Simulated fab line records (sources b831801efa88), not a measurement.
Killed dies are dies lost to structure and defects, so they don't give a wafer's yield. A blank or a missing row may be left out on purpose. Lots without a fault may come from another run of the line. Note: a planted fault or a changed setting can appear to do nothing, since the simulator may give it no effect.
2 desks, one fault / flow sky130 / each desk has only its own numbers; what lay behind them comes last

## FROM THE METROLOGY DESK
Lot by lot, what the gauges showed, no matter which tool ran the lot: averages of those sampled wafers that carry a number. A lot is out of limits, marked OUT, if its mean lies more than 4 standard deviations from the usual mean; the brackets give that distance.
Columns: A = CONTACT_HDPCVD_THK at SKY_CONTACT_THK_MEAS_03, usual 564 nm; B = cdNm at SKY_CONTACT_CD_MEAS_14, usual 170.4 nm
lot=L636; first seen here=day 30 16:21; A=568; B=168.1
lot=L637; first seen here=day 31 13:19; A=557; B=171.7
lot=L639; first seen here=day 31 20:46; A=555; B=170.7
lot=L642; first seen here=day 32 18:23; A=533 (-4.8) OUT; B=169.9
lot=L650; first seen here=day 35 15:16; A=568; B=169.0
lot=L651; first seen here=day 36 03:44; A=567; B=171.9
lot=L652; first seen here=day 36 22:23; A=567; B=168.6
lot=L654; first seen here=day 37 00:19; A=566; B=172.0
lot=L655; first seen here=day 37 01:45; A=573; B=170.7
lot=L656; first seen here=day 37 10:20; A=566; B=170.0
lot=L658; first seen here=day 37 21:59; A=565; B=169.7
This desk finds L642 out of limits, with the earliest case on L642 at day 32 18:23 (CONTACT_HDPCVD_THK at SKY_CONTACT_THK_MEAS_03). Within limits: L636, L637, L639, L650, L651, L652, L654, L655, L656, L658.

## FOR THE TOOL OWNER'S DESK: hdpcvd-02
The tool's own readings at SKY_CONTACT_HDPCVD_02 (deposits SiO2, target thk 565 nm, time 94.2 s): means of the sampled wafers that have a number, for each lot that ran on this tool. A lot is out of limits, marked OUT, if its mean lies more than 4 standard deviations from the usual mean; the brackets give that distance.
Columns: A = pressureMtorr at SKY_CONTACT_HDPCVD_02, usual 6.001 mTorr; B = sih4FlowSccm at SKY_CONTACT_HDPCVD_02, usual 59.99 sccm
lot=L636; first seen here=day 30 16:15; A=6.012; B=60.05
lot=L637; first seen here=day 31 13:16; A=5.996; B=59.93
lot=L642; first seen here=day 32 18:19; A=6.002; B=55.97 (-21) OUT
lot=L650; first seen here=day 35 15:10; A=6.000; B=59.91
lot=L651; first seen here=day 36 03:40; A=6.008; B=59.92
lot=L652; first seen here=day 36 22:17; A=6.019; B=59.90
lot=L654; first seen here=day 37 00:14; A=5.991; B=59.96
lot=L655; first seen here=day 37 01:40; A=6.003; B=59.93
Finding of this desk: L642 out of limits; the first was L642 at day 32 18:19, on sih4FlowSccm at SKY_CONTACT_HDPCVD_02. Within limits: L636, L637, L650, L651, L652, L654, L655.

## TAKEN TOGETHER
On L642, at day 32 18:19, an alarm was possible from the tool owner's desk.
On L642, the metrology desk was in a position to raise an alarm at day 32 18:23.
All the named lots went through SKY_CONTACT_HDPCVD_02 on hdpcvd-02.

## WHAT THE SIMULATOR HAD PUT IN
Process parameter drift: hdpcvd-02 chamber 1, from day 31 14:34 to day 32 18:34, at SKY_CONTACT_HDPCVD_02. The setting sih4FlowSccm was moved by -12, starting from 60. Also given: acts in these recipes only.
Struck lots among those shown: L642.
Fault start to first reading out of limits, in hours, per desk: tool owner, 28; metrology, 28.
